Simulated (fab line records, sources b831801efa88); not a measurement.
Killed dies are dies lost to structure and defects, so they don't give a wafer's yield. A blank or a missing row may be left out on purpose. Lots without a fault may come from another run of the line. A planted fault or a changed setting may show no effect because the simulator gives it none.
Chamber matching | flow gf180mcu | GF_CONTACT_CVD_02 on pecvd-04: 3 sister chambers
The step deposits SiO2 from TEOS, target thk 860 nm, time 95.992 s. 3 wafers are shown with their chamber, then 8 later ones without.

WAFERS WITH THEIR CHAMBER
wafer  | chamber | heater_power_w (W)
L236.5 | 0       | 765
L236.6 | 2       | 588
L238.3 | 1       | 678

WAFERS WITHOUT THEIR CHAMBER
wafer  | heater_power_w (W)
L238.5 | 497
L238.6 | 718
L241.1 | 639
L241.4 | 563
L241.6 | 680
L251.3 | 599
L251.5 | 585
L251.6 | 633

WHICH CHAMBER EACH WENT THROUGH
wafer  | from the rows above     | in truth
L238.5 | 2                       | 2
L238.6 | can't be placed: 1 or 0 | 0
L241.1 | can't be placed: 1 or 2 | 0
L241.4 | 2                       | 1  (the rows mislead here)
L241.6 | can't be placed: 1 or 0 | 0
L251.3 | can't be placed: 2 or 1 | 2
L251.5 | 2                       | 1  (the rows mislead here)
L251.6 | can't be placed: 1 or 2 | 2
Placed correctly: 1 of 8. Can't be placed from these rows: 5 (the true chamber is among the candidates in 4). Placed wrongly: 2.
How it was worked out, from the rows above alone: a wafer's distance from a chamber is the root of the sum, over the readings, of the square of ((its reading less the chamber's mean) divided by the reading's scatter). The wafer belongs to the nearest chamber; if the next one is less than 2 further off, it can't be placed. A chamber's mean is the mean of its shown wafers. The scatter: with one shown wafer a chamber, the root of the mean of the squares of how far each hidden wafer lies from its nearest shown one.
